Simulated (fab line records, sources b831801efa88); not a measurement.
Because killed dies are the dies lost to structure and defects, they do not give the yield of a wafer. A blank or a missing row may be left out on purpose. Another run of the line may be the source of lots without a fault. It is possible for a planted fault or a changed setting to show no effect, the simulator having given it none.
Which tool was responsible? -- flow gf180mcu -- 12 lots with 36 wafers sampled at 2 steps, on a route of 602 steps

== WHAT THE GAUGES SHOWED, per wafer ==
GF_M2_OVL_MEAS_15. Usual: M2_OVL typically reads 2 nm, with standard deviation 4.9.
lot,measured,on,M2_OVL (nm),flag
L505,day 20 10:42,overlay-02,7 10 -4,
L506,day 20 20:09,overlay-02,-2 5 -5,
L508,day 21 23:45,overlay-02,-1 -2 -4,
L509,day 22 05:11,overlay-02,5 -2 7,
L515,day 23 21:08,overlay-02,-2 8 1,
L516,day 24 08:48,overlay-02,4 4 2,
L521,day 25 18:36,overlay-02,-3 -3 0,
L522,day 26 03:57,overlay-02,14 0 8,
L523,day 26 10:02,overlay-01,8 8 4,
L524,day 26 21:02,overlay-02,6 -8 3,
L525,day 27 00:56,overlay-02,8 7 5,
L526,day 27 07:41,overlay-01,10 -6 6,

== WHICH TOOL RAN EACH LOT (tool, then ch and the chambers of the sampled wafers, then the start) ==
lot,GF_M2_SPUTTER_00
L505,"pvd_sputter-02, day 19 09:37"
L506,"pvd_sputter-03, day 19 19:43"
L508,"pvd_sputter-02, day 20 23:25"
L509,"pvd_sputter-03, day 21 04:53"
L515,"pvd_sputter-04, day 22 22:28"
L516,"pvd_sputter-02, day 23 09:59"
L521,"pvd_sputter-04, day 24 20:58"
L522,"pvd_sputter-02, day 25 06:07"
L523,"pvd_sputter-02, day 25 13:16"
L524,"pvd_sputter-02, day 26 00:02"
L525,"pvd_sputter-02, day 26 03:56"
L526,"pvd_sputter-04, day 26 10:59"
- GF_M2_SPUTTER_00: material Ti, target thk 37.5 nm, time 150 s.

== WHAT THE TOOLS THEMSELVES READ (means of the sampled wafers that have a number; where no wafer has one, the mark that the record gives instead) ==
GF_M2_SPUTTER_00. Usual: cathode_dc_power_W 4000.0 W, standard deviation 0.7; chamber_pressure_pa 2.000 Pa, standard deviation 0.0044; substrate_temp_c 199.99 C, standard deviation 0.17; throttle_valve_pct 29.5 %, standard deviation 1.2.
lot,tool,cathode_dc_power_W (W),chamber_pressure_pa (Pa),substrate_temp_c (C),throttle_valve_pct (%),flag
L505,pvd_sputter-02,4000.3,2.001,200.16,29.7,
L506,pvd_sputter-03,3999.9,1.996,199.93,30.6,
L508,pvd_sputter-02,3999.5,1.997,200.04,30.0,
L509,pvd_sputter-03,3999.7,2.006,199.89,30.0,
L515,pvd_sputter-04,4000.0,1.999,200.11,28.8,
L516,pvd_sputter-02,3999.6,1.997,200.04,29.7,
L521,pvd_sputter-04,3999.5,2.002,199.82,29.7,
L522,pvd_sputter-02,4000.3,1.999,200.06,29.6,
L523,pvd_sputter-02,4000.9,1.998,200.10,29.3,
L524,pvd_sputter-02,3999.7,2.003,199.90,29.2,
L525,pvd_sputter-02,3999.9,2.007,199.83,29.8,
L526,pvd_sputter-04,4000.0,1.999,200.09,29.8,

== THE ANSWER, worked out from the rows above alone ==
Rule: a lot is off if the mean of its wafers that have a number lies more than 3 standard deviations from the usual mean. A lot without any number at a reading at which 4 lots or more have one is off too. Any other lot the step has rows for is counted as sound. First the gauges in route order, then the tools' own readings, where a lot's mean is used as printed above. The first step at which some lot is off is used, and at that step the reading that is off furthest; a lot without a number counts as furthest.
None of the lots is off at any reading shown; this tells nothing.

== WHAT THE SIMULATOR HAD PUT IN ==
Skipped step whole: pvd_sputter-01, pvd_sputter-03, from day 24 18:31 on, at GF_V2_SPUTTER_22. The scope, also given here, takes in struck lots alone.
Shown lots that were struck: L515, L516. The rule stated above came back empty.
